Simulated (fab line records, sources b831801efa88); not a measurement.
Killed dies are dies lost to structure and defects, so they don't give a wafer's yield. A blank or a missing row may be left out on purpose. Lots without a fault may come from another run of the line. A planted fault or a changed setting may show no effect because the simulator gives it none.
fab line records | flow gf180mcu
record lots=5 wafers=15 last_day=32
route steps=602 shown STI@29 DNWELL@32 NWELL@42 LVPWELL@54
lots that met no fault: from a run of the same line without faults
start_h: hours from the record's first day to the start of the lot's first wafer shown | wait_h: hours since the lot's step before | " the same as in the row above | L1.1+2: a row that stands for several wafers | - no value, or no start given | * or withheld: withheld | < > ~ a bound
route shown NAME@n: a module of which the file shows steps, and the number in the route of the first | usual: mean/standard deviation of fault-free wafers | same: alike in all rows | chamber/n: place in a boat | sites: the reading at each site | _std_site: their standard deviation | _edge_site: outer sites' mean less inner sites' | radius_mm: how far each site lies from the wafer's centre | mask NAME#n: copy n | behind: the tool/chamber that last shaped the wafer | hold: why the lot was held/for how many hours/how that ended | device: the transistor (n, p or np) that didn't switch | end of line: the same wafers' tests at the end of the route | a step without rows: its recipe alone | killed: dies lost to structure and defects at the first sort, not the wafer's yield | map: a wafer's dies, x killed, . not, _ none there
set.NAME: the setting as run; set.NAME@STEP: as run at that earlier step | model.NAME: the simulator's own value behind a step, which no gauge read
lots at some steps of the route; a table a step, a row a wafer
services: from which hour (start_h, from the record's first day; less than 0 if before it) a tool's chamber was out of use, for how many hours, and why
## steps
# step GF_STI_WET_ETCH_28
# recipe chemistry=dHF target_depth_nm=20 dry=ipa_marangoni target=SiO2 temp_c=25 dilution=10:1 time_s=40
# columns lot.wafer tool chamber start_h wait_h
L080.1+4+6 wet_bench-03 1 60.21 0.0
L083.1+4+6 wet_bench-03 0 77.11 0.0
L084.1+2+4 wet_bench-02 0 81.49 0.0
L087.1+2+3 wet_bench-02 0 96.58 0.0
L090.2+5+6 wet_bench-01 1 110.09 0.0
# step GF_STI_OXIDATION_29
# recipe temp_c=900 ambient=O2 stabilise_s=600 purge_s=300 target_thk_a=100 ox_time_s=1418
# usual spike_tc_bottom_C=917.8/1.2 spike_tc_centre_C=901.8/1.2 spike_tc_upper_C=900.2/1 tube_center_temp_C=899.99/0.088
# columns lot.wafer tool chamber start_h wait_h spike_tc_bottom_C spike_tc_centre_C spike_tc_upper_C tube_center_temp_C
L080.1 furnace-02 0 61.17 0.9 916.9 902.3 899.0 899.79
L080.4 " 0 " " 918.7 901.7 901.1 899.91
L080.6 " 0 " " 917.9 902.2 900.5 900.04
L083.1 furnace-01 0 77.89 0.8 918.0 900.3 898.1 899.98
L083.4 " 0 " " 917.7 900.5 900.0 899.96
L083.6 " 0 " " 917.0 902.6 901.3 899.98
L084.1 furnace-01 0 81.81 0.3 916.9 903.0 900.0 899.92
L084.2 " 0 " " 917.8 899.9 899.2 900.1
L084.4 " 0 " " 918.7 901.5 900.6 900.04
L087.1 furnace-02 0 96.89 0.3 919.5 901.7 900.3 900.06
L087.2 " 0 " " 918.2 901.1 899.5 899.9
L087.3 " 0 " " 918.6 900.8 900.2 900
L090.2 furnace-02 0 110.61 0.5 917.6 902.6 898.3 900
L090.5 " 0 " " 917.7 901.3 901.3 900.26
L090.6 " 0 " " 919.2 901.9 899.9 899.87
# step GF_STI_THK_MEAS_30
# recipe reads=SiO2_of_STI_OXIDATION_29
# usual STI_OXIDATION_02_THK=9.98/0.18
# columns lot.wafer tool chamber start_h wait_h STI_OXIDATION_02_THK[nm]
L080.1 film_metro-04 - 62.56 0.0 9.82
L080.4 " - " " 9.94
L080.6 " - " " 9.81
L083.1 film_metro-03 - 79.29 0.0 10.16
L083.4 " - " " 10.23
L083.6 " - " " 10.23
L084.1 film_metro-04 - 83.20 0.0 10.17
L084.2 " - " " 10.06
L084.4 " - " " 10.17
L087.1 film_metro-02 - 98.29 0.0 9.82
L087.2 " - " " 9.80
L087.3 " - " " 9.93
L090.2 film_metro-03 - 112.02 0.0 10.10
L090.5 " - " " 10.07
L090.6 " - " " 10.06
# step GF_DNWELL_DEHYDRATE_00
# recipe temp_c=200 time_s=60
# usual heater_power_total_W=160.39/0.13
# columns lot.wafer tool chamber start_h wait_h heater_power_total_W
L080.1 litho_track-02 0 67.94 5.4 160.23
L080.4 " 0 " " 160.21
L080.6 " 0 " " 160.62
L083.1 litho_track-02 0 85.34 6.0 160.26
L083.4 " 0 " " 160.41
L083.6 " 0 " " 160.44
L084.1 litho_track-02 0 89.24 6.0 160.31
L084.2 " 0 " " 160.31
L084.4 " 0 " " 160.52
L087.1 litho_track-02 0 104.44 6.1 160.53
L087.2 " 0 " " 160.38
L087.3 " 0 " " 160.28
L090.2 litho_track-01 0 118.37 6.3 160.49
L090.5 " 0 " " 160.58
L090.6 " 0 " " 160.35
# step GF_DNWELL_HMDS_01
# recipe prime_time_s=60 prime_temp_c=120
# columns lot.wafer tool chamber start_h wait_h
L080.1+4+6 litho_track-02 0 68.09 0.1
L083.1+4+6 litho_track-02 0 85.49 0.1
L084.1+2+4 litho_track-02 0 89.39 0.1
L087.1+2+3 litho_track-02 0 104.59 0.1
L090.2+5+6 litho_track-01 0 118.52 0.1
# step GF_DNWELL_COAT_02
# recipe spin_rpm=2000 resist_thk_nm=3000
# columns lot.wafer tool chamber start_h wait_h
L080.1+4+6 litho_track-02 0 68.24 0.1
L083.1+4+6 litho_track-02 0 85.64 0.1
L084.1+2+4 litho_track-02 0 89.54 0.1
L087.1+2+3 litho_track-02 0 104.74 0.1
L090.2+5+6 litho_track-01 0 118.67 0.1
# step GF_DNWELL_SOFTBAKE_03
# recipe temp_c=110 time_s=withheld
# usual heater_power_total_W=65.31/0.13
# columns lot.wafer tool chamber start_h wait_h heater_power_total_W
L080.1 litho_track-02 0 68.39 0.1 65.38
L080.4 " 0 " " 65.43
L080.6 " 0 " " 65.28
L083.1 litho_track-02 0 85.79 0.1 65.19
L083.4 " 0 " " 65.19
L083.6 " 0 " " 65.44
L084.1 litho_track-02 0 89.69 0.1 65.30
L084.2 " 0 " " 65.22
L084.4 " 0 " " 65.42
L087.1 litho_track-02 0 104.89 0.1 65.13
L087.2 " 0 " " 65.58
L087.3 " 0 " " 65.20
L090.2 litho_track-01 0 118.83 0.1 65.25
L090.5 " 0 " " 65.26
L090.6 " 0 " " 65.36
# step GF_DNWELL_EXPOSE_04
# recipe mask_id=DNWELL target_cd_nm=1700 na=0.6 source_shape=conventional sigma_outer=0.6 dose_mj=260
# usual focus_offset_nm=0.1/0.57
# columns lot.wafer tool chamber start_h wait_h mask focus_offset_nm
L080.1 iline_stepper-02 0 - - DNWELL#0 1.5
L080.4 " 0 " " DNWELL#0 1.3
L080.6 " 0 " " DNWELL#0 0.8
L083.1 iline_stepper-01 0 - - DNWELL#0 0.4
L083.4 " 0 " " DNWELL#0 -0.3
L083.6 " 0 " " DNWELL#0 -0.2
L084.1 iline_stepper-01 0 - - DNWELL#0 -0.1
L084.2 " 0 " " DNWELL#0 -0.2
L084.4 " 0 " " DNWELL#0 0.8
L087.1 iline_stepper-02 0 - - DNWELL#0 -0.6
L087.2 " 0 " " DNWELL#0 -0.2
L087.3 " 0 " " DNWELL#0 0.3
L090.2 iline_stepper-02 0 - - DNWELL#0 0.4
L090.5 " 0 " " DNWELL#0 0.4
L090.6 " 0 " " DNWELL#0 1.2
# step GF_DNWELL_PEB_05
# recipe temp_c=115 time_s=withheld
# usual heater_power_total_W=69.34/0.13
# columns lot.wafer tool chamber start_h wait_h heater_power_total_W
L080.1 litho_track-01 0 - - 69.22
L080.4 " 0 " " 69.47
L080.6 " 0 " " 69.41
L083.1 litho_track-04 0 - - 69.42
L083.4 " 0 " " 69.18
L083.6 " 0 " " 69.32
L084.1 litho_track-02 0 - - 69.50
L084.2 " 0 " " 69.34
L084.4 " 0 " " 69.49
L087.1 litho_track-04 0 - - 69.52
L087.2 " 0 " " 69.31
L087.3 " 0 " " 69.46
L090.2 litho_track-01 0 - - 69.54
L090.5 " 0 " " 69.19
L090.6 " 0 " " 69.24
# step GF_DNWELL_DEVELOP_06
# recipe wall_angle_deg=90 develop_time_s=60 dev_temp_c=23
# usual developer_temp_C=23.01/0.11
# columns lot.wafer tool chamber start_h wait_h developer_temp_C
L080.1 litho_track-01 0 - - 22.98
L080.4 " 0 " " 23.08
L080.6 " 0 " " 22.86
L083.1 litho_track-04 0 - - 22.99
L083.4 " 0 " " 23.03
L083.6 " 0 " " 22.91
L084.1 litho_track-02 0 - - 23.01
L084.2 " 0 " " 22.93
L084.4 " 0 " " 23.08
L087.1 litho_track-04 0 - - 22.81
L087.2 " 0 " " 22.97
L087.3 " 0 " " 22.98
L090.2 litho_track-01 0 - - 23.16
L090.5 " 0 " " 23.00
L090.6 " 0 " " 23.09
# step GF_DNWELL_IMPLANT_07
# recipe species=P energy_kev=1500 dose_cm2=1e+13 tilt_deg=0
# usual dose_ions_cm2=9.997e+12/1e+10 faraday_current_uA=56.4/1.2
# columns lot.wafer tool chamber start_h wait_h dose_ions_cm2 faraday_current_uA
L080.1 implanter-01 0 75.50 - 9.978e+12 56.9
L080.4 " 0 " " 9.978e+12 56.5
L080.6 " 0 " " 9.993e+12 55.1
L083.1 implanter-03 0 92.99 - 1.0015e+13 55.4
L083.4 " 0 " " 1.0002e+13 56.6
L083.6 " 0 " " 9.991e+12 57.7
L084.1 implanter-03 0 96.64 - 9.991e+12 57.2
L084.2 " 0 " " 1.0014e+13 56.2
L084.4 " 0 " " 1.0007e+13 55.7
L087.1 implanter-01 0 112.09 - 9.989e+12 56.5
L087.2 " 0 " " 1.0004e+13 57.1
L087.3 " 0 " " 9.983e+12 55.5
L090.2 implanter-01 0 125.92 - 1.0006e+13 57.2
L090.5 " 0 " " 1.0003e+13 57.3
L090.6 " 0 " " 9.998e+12 56.8
# step GF_DNWELL_STRIP_08
# recipe chemistry=O2/N2 power_w=1400 pressure_mtorr=1500 platen_temp_c=250 o2_flow_sccm=3000 n2_flow_sccm=300 overash_fraction=0.5
# usual chamber_pressure_mTorr=1500.1/1.5 drypump_motor_current_A=5.8/0.39 heater_power_w=322/12 oes_product_au=0.722/0.0048 strip_time_to_endpoint_s=37.00/0.093
# columns lot.wafer tool chamber start_h wait_h chamber_pressure_mTorr drypump_motor_current_A heater_power_w oes_product_au rf_hours_counter_h strip_time_to_endpoint_s
L080.1 plasma_asher-02 1 75.65 0.1 1502.9 6.4 310 0.727 27 37.06
L080.4 " 1 " " 1499.5 6.4 315 0.717 - 36.81
L080.6 " 1 " " 1499.4 6.4 308 0.723 - 36.87
L083.1 plasma_asher-02 0 93.14 0.1 1499.1 5.7 313 0.725 30 36.96
L083.4 " 0 " " 1500.6 5.7 310 0.707 - 36.97
L083.6 " 0 " " 1500.3 5.7 312 0.719 - 36.98
L084.1 plasma_asher-04 0 96.79 0.1 1499.8 5.8 339 0.719 43 36.92
L084.2 " 1 " " 1500.0 5.9 320 0.720 43 36.94
L084.4 " 0 " " 1501.2 5.8 330 0.725 - 37.03
L087.1 plasma_asher-02 0 112.24 0.1 1499.9 5.7 313 0.722 33 37.13
L087.2 " 1 " " 1499.5 6.5 317 0.716 33 37.12
L087.3 " 0 " " 1499.1 5.8 304 0.725 - 37.07
L090.2 plasma_asher-03 1 126.05 0.1 1501.9 5.0 307 0.726 49 36.99
L090.5 " 1 " " 1499.1 5.0 299 0.723 - 37.00
L090.6 " 0 " " 1498.5 5.5 329 0.722 - 36.92
# step GF_DNWELL_TW_MEAS_09
# usual DNWELL_TW=1353/7.9
# columns lot.wafer tool chamber start_h wait_h DNWELL_TW
L080.1 film_metro-01 - 75.75 0.1 1359
L080.4 " - " " 1352
L080.6 " - " " 1359
L083.1 film_metro-04 - 93.24 0.1 1355
L083.4 " - " " 1358
L083.6 " - " " 1351
L084.1 film_metro-01 - 96.89 0.1 1352
L084.2 " - " " 1351
L084.4 " - " " 1343
L087.1 film_metro-02 - 112.34 0.1 1357
L087.2 " - " " 1356
L087.3 " - " " 1357
L090.2 film_metro-01 - 126.16 0.1 1342
L090.5 " - " " 1349
L090.6 " - " " 1353
# step GF_NWELL_DEHYDRATE_00
# recipe temp_c=200 time_s=60
# usual heater_power_total_W=160.39/0.13
# columns lot.wafer tool chamber start_h wait_h heater_power_total_W
L080.1 litho_track-01 0 81.70 5.9 160.41
L080.4 " 0 " " 160.34
L080.6 " 0 " " 160.41
L083.1 litho_track-02 0 99.14 5.9 160.17
L083.4 " 0 " " 160.54
L083.6 " 0 " " 160.32
L084.1 litho_track-03 0 103.54 6.6 160.29
L084.2 " 0 " " 160.26
L084.4 " 0 " " 160.33
L087.1 litho_track-02 0 119.09 6.7 160.55
L087.2 " 0 " " 160.25
L087.3 " 0 " " 160.45
L090.2 litho_track-02 0 133.01 6.8 160.45
L090.5 " 0 " " 160.34
L090.6 " 0 " " 160.17
# step GF_NWELL_HMDS_01
# recipe prime_time_s=60 prime_temp_c=120
# columns lot.wafer tool chamber start_h wait_h
L080.1+4+6 litho_track-01 0 81.85 0.1
L083.1+4+6 litho_track-02 0 99.29 0.1
L084.1+2+4 litho_track-03 0 103.69 0.1
L087.1+2+3 litho_track-02 0 119.24 0.1
L090.2+5+6 litho_track-02 0 133.16 0.1
# step GF_NWELL_COAT_02
# recipe spin_rpm=2000 resist_thk_nm=3000
# columns lot.wafer tool chamber start_h wait_h
L080.1+4+6 litho_track-01 0 82.00 0.1
L083.1+4+6 litho_track-02 0 99.44 0.1
L084.1+2+4 litho_track-03 0 103.84 0.1
L087.1+2+3 litho_track-02 0 119.39 0.1
L090.2+5+6 litho_track-02 0 133.31 0.1
# step GF_NWELL_SOFTBAKE_03
# recipe temp_c=110 time_s=withheld
# usual heater_power_total_W=65.30/0.13
# columns lot.wafer tool chamber start_h wait_h heater_power_total_W
L080.1 litho_track-01 0 82.15 0.1 65.14
L080.4 " 0 " " 65.33
L080.6 " 0 " " 65.46
L083.1 litho_track-02 0 99.59 0.1 65.32
L083.4 " 0 " " 65.28
L083.6 " 0 " " 65.45
L084.1 litho_track-03 0 103.99 0.1 65.45
L084.2 " 0 " " 65.21
L084.4 " 0 " " 65.17
L087.1 litho_track-02 0 119.54 0.1 65.44
L087.2 " 0 " " 65.14
L087.3 " 0 " " 65.27
L090.2 litho_track-02 0 133.47 0.1 65.32
L090.5 " 0 " " 65.15
L090.6 " 0 " " 65.44
# step GF_NWELL_EXPOSE_04
# recipe mask_id=Nwell target_cd_nm=860 na=0.6 source_shape=conventional sigma_outer=0.6 dose_mj=260
# usual focus_offset_nm=-0.1/0.52
# columns lot.wafer tool chamber start_h wait_h mask focus_offset_nm
L080.1 iline_stepper-02 0 - - Nwell#0 0.0
L080.4 " 0 " " Nwell#0 -0.6
L080.6 " 0 " " Nwell#0 0.3
L083.1 iline_stepper-02 0 - - Nwell#0 0.0
L083.4 " 0 " " Nwell#0 0.4
L083.6 " 0 " " Nwell#0 0.2
L084.1 iline_stepper-02 0 - - Nwell#0 0.1
L084.2 " 0 " " Nwell#0 -0.4
L084.4 " 0 " " Nwell#0 0.0
L087.1 iline_stepper-01 0 - - Nwell#0 -0.3
L087.2 " 0 " " Nwell#0 0.1
L087.3 " 0 " " Nwell#0 -0.9
L090.2 iline_stepper-02 0 - - Nwell#0 -0.8
L090.5 " 0 " " Nwell#0 -0.9
L090.6 " 0 " " Nwell#0 -0.8
# step GF_NWELL_PEB_05
# recipe temp_c=115 time_s=withheld
# usual heater_power_total_W=69.34/0.14
# columns lot.wafer tool chamber start_h wait_h heater_power_total_W
L080.1 litho_track-03 0 - - 69.51
L080.4 " 0 " " 69.26
L080.6 " 0 " " 69.49
L083.1 litho_track-01 0 - - 69.58
L083.4 " 0 " " 69.34
L083.6 " 0 " " 69.50
L084.1 litho_track-03 0 - - 69.48
L084.2 " 0 " " 69.19
L084.4 " 0 " " 69.19
L087.1 litho_track-01 0 - - 69.38
L087.2 " 0 " " 69.46
L087.3 " 0 " " 69.15
L090.2 litho_track-02 0 - - 69.50
L090.5 " 0 " " 69.40
L090.6 " 0 " " 69.56
# step GF_NWELL_DEVELOP_06
# recipe wall_angle_deg=90 develop_time_s=60 dev_temp_c=23
# usual developer_temp_C=23.01/0.12
# columns lot.wafer tool chamber start_h wait_h developer_temp_C
L080.1 litho_track-03 0 - - 23.07
L080.4 " 0 " " 23.19
L080.6 " 0 " " 23.08
L083.1 litho_track-01 0 - - 23.02
L083.4 " 0 " " 22.95
L083.6 " 0 " " 23.01
L084.1 litho_track-03 0 - - 23.03
L084.2 " 0 " " 22.96
L084.4 " 0 " " 23.05
L087.1 litho_track-01 0 - - 23.17
L087.2 " 0 " " 23.29
L087.3 " 0 " " 23.18
L090.2 litho_track-02 0 - - 23.23
L090.5 " 0 " " 22.99
L090.6 " 0 " " 23.13
# step GF_NWELL_OVL_MEAS_07
# usual NWELL_OVL=-0.4/1.5
# columns lot.wafer tool chamber start_h wait_h NWELL_OVL[nm]
L080.1 overlay-02 - 89.09 - 1.7
L080.4 " - " " 2.4
L080.6 " - " " 1.0
L083.1 overlay-02 - 107.00 - -0.5
L083.4 " - " " -2.7
L083.6 " - " " -1.3
L084.1 overlay-01 - 110.89 - -2.2
L084.2 " - " " -2.1
L084.4 " - " " -0.9
L087.1 overlay-01 - 127.00 - 0.1
L087.2 " - " " 0.9
L087.3 " - " " 1.3
L090.2 overlay-02 - 140.99 - -0.4
L090.5 " - " " -2.4
L090.6 " - " " -0.3
# step GF_NWELL_IMPLANT_08
# recipe species=P energy_kev=450 dose_cm2=1.5e+13 tilt_deg=0
# usual dose_ions_cm2=1.4999e+13/1.7e+10 faraday_current_uA=84.2/1.5
# columns lot.wafer tool chamber start_h wait_h dose_ions_cm2 faraday_current_uA
L080.1 implanter-02 0 89.12 0.0 1.4996e+13 85.0
L080.4 " 0 " " 1.502e+13 84.3
L080.6 " 0 " " 1.5003e+13 84.9
L083.1 implanter-01 0 107.03 0.0 1.4991e+13 84.3
L083.4 " 0 " " 1.4983e+13 83.2
L083.6 " 0 " " 1.4975e+13 83.7
L084.1 implanter-01 0 110.92 0.0 1.5002e+13 80.9
L084.2 " 0 " " 1.4994e+13 84.3
L084.4 " 0 " " 1.498e+13 84.0
L087.1 implanter-02 0 127.03 0.0 1.5004e+13 83.7
L087.2 " 0 " " 1.4994e+13 83.1
L087.3 " 0 " " 1.4971e+13 82.8
L090.2 implanter-03 0 141.05 0.0 1.5007e+13 83.5
L090.5 " 0 " " 1.5011e+13 85.9
L090.6 " 0 " " 1.502e+13 84.4
# step GF_NWELL_IMPLANT_09
# recipe species=P energy_kev=160 dose_cm2=4e+12 tilt_deg=0
# usual dose_ions_cm2=4e+12/4.6e+09 faraday_current_uA=22.6/0.46
# columns lot.wafer tool chamber start_h wait_h dose_ions_cm2 faraday_current_uA
L080.1 implanter-02 0 89.27 0.1 3.998e+12 22.6
L080.4 " 0 " " 4.002e+12 22.8
L080.6 " 0 " " 3.995e+12 22.4
L083.1 implanter-01 0 107.18 0.1 3.995e+12 21.5
L083.4 " 0 " " 3.999e+12 22.4
L083.6 " 0 " " 4.001e+12 22.6
L084.1 implanter-01 0 111.07 0.1 3.998e+12 21.8
L084.2 " 0 " " 4.006e+12 22.3
L084.4 " 0 " " 4.006e+12 22.9
L087.1 implanter-02 0 127.18 0.1 4.004e+12 22.7
L087.2 " 0 " " 4e+12 23.0
L087.3 " 0 " " 4.003e+12 22.4
L090.2 implanter-03 0 141.20 0.1 4.009e+12 23.3
L090.5 " 0 " " 4.007e+12 22.6
L090.6 " 0 " " 4.005e+12 22.6
# step GF_NWELL_STRIP_10
# recipe chemistry=O2/N2 power_w=1400 pressure_mtorr=1500 platen_temp_c=250 o2_flow_sccm=3000 n2_flow_sccm=300 overash_fraction=0.5
# usual chamber_pressure_mTorr=1500.2/2 drypump_motor_current_A=5.6/0.59 heater_power_w=318/12 oes_product_au=0.722/0.0044 strip_time_to_endpoint_s=37.01/0.11
# columns lot.wafer tool chamber start_h wait_h chamber_pressure_mTorr drypump_motor_current_A heater_power_w oes_product_au rf_hours_counter_h strip_time_to_endpoint_s
L080.1 plasma_asher-02 1 89.42 0.1 1498.7 6.5 307 0.727 30 36.79
L080.4 " 1 " " 1503.6 6.4 316 0.719 - 36.88
L080.6 " 0 " " 1496.8 5.8 306 0.731 - 36.93
L083.1 plasma_asher-03 1 107.33 0.1 1500.3 5.0 305 0.728 47 37.02
L083.4 " 1 " " 1501.9 5.0 306 0.713 - 36.94
L083.6 " 0 " " 1500.2 5.5 328 0.728 - 37.01
L084.1 plasma_asher-02 1 111.22 0.1 1501.2 6.4 316 0.720 32 37.05
L084.2 " 0 " " 1500.5 5.7 303 0.711 32 37.23
L084.4 " 1 " " 1501.7 6.4 310 0.722 - 37.03
L087.1 plasma_asher-03 1 127.33 0.1 1501.5 4.9 307 0.727 50 37.16
L087.2 " 0 " " 1502.0 5.5 321 0.717 50 37.11
L087.3 " 1 " " 1500.1 5.0 308 0.727 - 37.12
L090.2 plasma_asher-02 0 141.32 0.1 1502.0 5.7 316 0.716 35 36.88
L090.5 " 0 " " 1500.9 5.8 315 0.719 - 36.83
L090.6 " 1 " " 1501.1 6.5 307 0.718 - 37.02
# step GF_NWELL_TW_MEAS_11
# usual NWELL_TW=1572/8.4
# columns lot.wafer tool chamber start_h wait_h NWELL_TW
L080.1 film_metro-04 - 89.52 0.1 1578
L080.4 " - " " 1580
L080.6 " - " " 1578
L083.1 film_metro-01 - 107.43 0.1 1575
L083.4 " - " " 1571
L083.6 " - " " 1562
L084.1 film_metro-01 - 111.32 0.1 1581
L084.2 " - " " 1577
L084.4 " - " " 1580
L087.1 film_metro-01 - 127.43 0.1 1568
L087.2 " - " " 1575
L087.3 " - " " 1567
L090.2 film_metro-03 - 141.43 0.1 1572
L090.5 " - " " 1564
L090.6 " - " " 1575
# step GF_LVPWELL_DEHYDRATE_00
# recipe temp_c=200 time_s=60
# usual heater_power_total_W=160.38/0.13
# columns lot.wafer tool chamber start_h wait_h heater_power_total_W
L080.1 litho_track-03 0 95.79 6.3 160.40
L080.4 " 0 " " 160.44
L080.6 " 0 " " 160.54
L083.1 litho_track-03 0 113.74 6.3 160.38
L083.4 " 0 " " 160.37
L083.6 " 0 " " 160.47
L084.1 litho_track-04 0 117.79 6.5 160.32
L084.2 " 0 " " 160.22
L084.4 " 0 " " 160.49
L087.1 litho_track-03 0 134.64 7.2 160.51
L087.2 " 0 " " 160.61
L087.3 " 0 " " 160.32
L090.2 litho_track-03 0 148.26 6.8 160.20
L090.5 " 0 " " 160.56
L090.6 " 0 " " 160.30
# step GF_LVPWELL_HMDS_01
# recipe prime_time_s=60 prime_temp_c=120
# columns lot.wafer tool chamber start_h wait_h
L080.1+4+6 litho_track-03 0 95.94 0.1
L083.1+4+6 litho_track-03 0 113.89 0.1
L084.1+2+4 litho_track-04 0 117.94 0.1
L087.1+2+3 litho_track-03 0 134.79 0.1
L090.2+5+6 litho_track-03 0 148.41 0.1
# step GF_LVPWELL_COAT_02
# recipe spin_rpm=2000 resist_thk_nm=3000
# columns lot.wafer tool chamber start_h wait_h
L080.1+4+6 litho_track-03 0 96.09 0.1
L083.1+4+6 litho_track-03 0 114.04 0.1
L084.1+2+4 litho_track-04 0 118.09 0.1
L087.1+2+3 litho_track-03 0 134.94 0.1
L090.2+5+6 litho_track-03 0 148.56 0.1
# step GF_LVPWELL_SOFTBAKE_03
# recipe temp_c=110 time_s=withheld
# usual heater_power_total_W=65.33/0.13
# columns lot.wafer tool chamber start_h wait_h heater_power_total_W
L080.1 litho_track-03 0 96.24 0.1 65.42
L080.4 " 0 " " 65.54
L080.6 " 0 " " 65.43
L083.1 litho_track-03 0 114.19 0.1 65.39
L083.4 " 0 " " 65.35
L083.6 " 0 " " 65.32
L084.1 litho_track-04 0 118.24 0.1 65.32
L084.2 " 0 " " 65.43
L084.4 " 0 " " 65.40
L087.1 litho_track-03 0 135.09 0.1 65.51
L087.2 " 0 " " 65.47
L087.3 " 0 " " 65.45
L090.2 litho_track-03 0 148.72 0.1 65.10
L090.5 " 0 " " 65.22
L090.6 " 0 " " 65.39
# step GF_LVPWELL_EXPOSE_04
# recipe mask_id=LVPWELL target_cd_nm=600 na=0.6 source_shape=conventional sigma_outer=0.6 dose_mj=260
# usual focus_offset_nm=0.0/0.53
# columns lot.wafer tool chamber start_h wait_h mask focus_offset_nm
L080.1 iline_stepper-01 0 - - LVPWELL#0 0.0
L080.4 " 0 " " LVPWELL#0 0.5
L080.6 " 0 " " LVPWELL#0 0.2
L083.1 iline_stepper-01 0 - - LVPWELL#0 1.0
L083.4 " 0 " " LVPWELL#0 -0.5
L083.6 " 0 " " LVPWELL#0 -0.6
L084.1 iline_stepper-02 0 - - LVPWELL#0 0.1
L084.2 " 0 " " LVPWELL#0 -0.1
L084.4 " 0 " " LVPWELL#0 0.1
L087.1 iline_stepper-01 0 - - LVPWELL#0 -0.2
L087.2 " 0 " " LVPWELL#0 0.1
L087.3 " 0 " " LVPWELL#0 0.0
L090.2 iline_stepper-01 0 - - LVPWELL#0 0.0
L090.5 " 0 " " LVPWELL#0 0.6
L090.6 " 0 " " LVPWELL#0 -0.5
# step GF_LVPWELL_PEB_05
# recipe temp_c=115 time_s=withheld
# usual heater_power_total_W=69.34/0.13
# columns lot.wafer tool chamber start_h wait_h heater_power_total_W
L080.1 litho_track-04 0 - - 69.35
L080.4 " 0 " " 69.13
L080.6 " 0 " " 69.15
L083.1 litho_track-04 0 - - 69.40
L083.4 " 0 " " 69.34
L083.6 " 0 " " 69.12
L084.1 litho_track-04 0 - - 69.33
L084.2 " 0 " " 69.31
L084.4 " 0 " " 69.22
L087.1 litho_track-03 0 - - 69.31
L087.2 " 0 " " 69.27
L087.3 " 0 " " 69.23
L090.2 litho_track-03 0 - - 69.43
L090.5 " 0 " " 69.51
L090.6 " 0 " " 69.37
# step GF_LVPWELL_DEVELOP_06
# recipe wall_angle_deg=90 develop_time_s=60 dev_temp_c=23
# usual developer_temp_C=23.00/0.1
# columns lot.wafer tool chamber start_h wait_h developer_temp_C
L080.1 litho_track-04 0 - - 22.82
L080.4 " 0 " " 23.02
L080.6 " 0 " " 23.05
L083.1 litho_track-04 0 - - 22.99
L083.4 " 0 " " 23.02
L083.6 " 0 " " 22.99
L084.1 litho_track-04 0 - - 23.03
L084.2 " 0 " " 22.91
L084.4 " 0 " " 22.88
L087.1 litho_track-03 0 - - 22.95
L087.2 " 0 " " 22.84
L087.3 " 0 " " 23.11
L090.2 litho_track-03 0 - - 22.93
L090.5 " 0 " " 22.87
L090.6 " 0 " " 22.88
# step GF_LVPWELL_OVL_MEAS_07
# usual LVPWELL_OVL=-0.1/1.2
# columns lot.wafer tool chamber start_h wait_h LVPWELL_OVL[nm]
L080.1 overlay-02 - 103.39 - 0.6
L080.4 " - " " -0.9
L080.6 " - " " -0.3
L083.1 overlay-02 - 121.79 - 0.1
L083.4 " - " " 0.4
L083.6 " - " " 1.4
L084.1 overlay-01 - 125.44 - -1.1
L084.2 " - " " 0.9
L084.4 " - " " 0.8
L087.1 overlay-01 - 142.89 - 1.2
L087.2 " - " " 1.0
L087.3 " - " " 0.2
L090.2 overlay-02 - 156.89 - 2.3
L090.5 " - " " 1.5
L090.6 " - " " 3.1
# step GF_LVPWELL_IMPLANT_08
# recipe species=B energy_kev=170 dose_cm2=1.5e+13 tilt_deg=0
# usual dose_ions_cm2=1.5e+13/1.7e+10 faraday_current_uA=84.6/1.8
# columns lot.wafer tool chamber start_h wait_h dose_ions_cm2 faraday_current_uA
L080.1 implanter-02 0 103.42 0.0 1.4981e+13 81.0
L080.4 " 0 " " 1.4999e+13 84.9
L080.6 " 0 " " 1.4995e+13 81.6
L083.1 implanter-03 0 121.82 0.0 1.5006e+13 83.8
L083.4 " 0 " " 1.501e+13 84.1
L083.6 " 0 " " 1.5015e+13 87.0
L084.1 implanter-02 0 125.47 0.0 1.4992e+13 89.6
L084.2 " 0 " " 1.4971e+13 84.3
L084.4 " 0 " " 1.4983e+13 84.0
L087.1 implanter-03 0 142.92 0.0 1.5019e+13 85.4
L087.2 " 0 " " 1.5018e+13 84.2
L087.3 " 0 " " 1.5011e+13 86.5
L090.2 implanter-02 0 156.95 0.0 1.5014e+13 86.3
L090.5 " 0 " " 1.5007e+13 86.1
L090.6 " 0 " " 1.5025e+13 84.1
# step GF_LVPWELL_IMPLANT_09
# recipe species=B energy_kev=60 dose_cm2=5e+12 tilt_deg=0
# usual dose_ions_cm2=4.999e+12/5e+09 faraday_current_uA=28.2/0.57
# columns lot.wafer tool chamber start_h wait_h dose_ions_cm2 faraday_current_uA
L080.1 implanter-02 0 103.57 0.1 5.005e+12 28.4
L080.4 " 0 " " 5.003e+12 27.9
L080.6 " 0 " " 4.996e+12 27.7
L083.1 implanter-03 0 121.97 0.1 4.996e+12 28.3
L083.4 " 0 " " 4.995e+12 27.8
L083.6 " 0 " " 5.004e+12 27.8
L084.1 implanter-02 0 125.62 0.1 5.001e+12 28.8
L084.2 " 0 " " 5.008e+12 27.4
L084.4 " 0 " " 4.998e+12 29.3
L087.1 implanter-03 0 143.07 0.1 5.005e+12 27.7
L087.2 " 0 " " 5e+12 28.8
L087.3 " 0 " " 4.998e+12 27.5
L090.2 implanter-02 0 157.10 0.1 4.993e+12 27.9
L090.5 " 0 " " 4.998e+12 29.2
L090.6 " 0 " " 5.001e+12 28.2
## services
# columns tool chamber start_h hours kind
furnace-02 - 42.65 3.3 pm
iline_stepper-01 - 50.92 0.9 repair
furnace-01 - 52.76 4.1 pm
iline_stepper-01 0 57.69 - calibration
implanter-01 - 60.58 1.1 repair
plasma_asher-03 - 78.96 13.4 repair
wet_bench-02 - 89.61 1.9 pm
iline_stepper-02 - 93.61 4.4 pm
implanter-01 - 96.74 1.6 repair
plasma_asher-02 - 129.47 6.4 repair
implanter-01 - 130.24 3.3 repair
implanter-02 - 131.36 2.8 repair
implanter-01 - 138.14 1.9 pm
## key
fault none
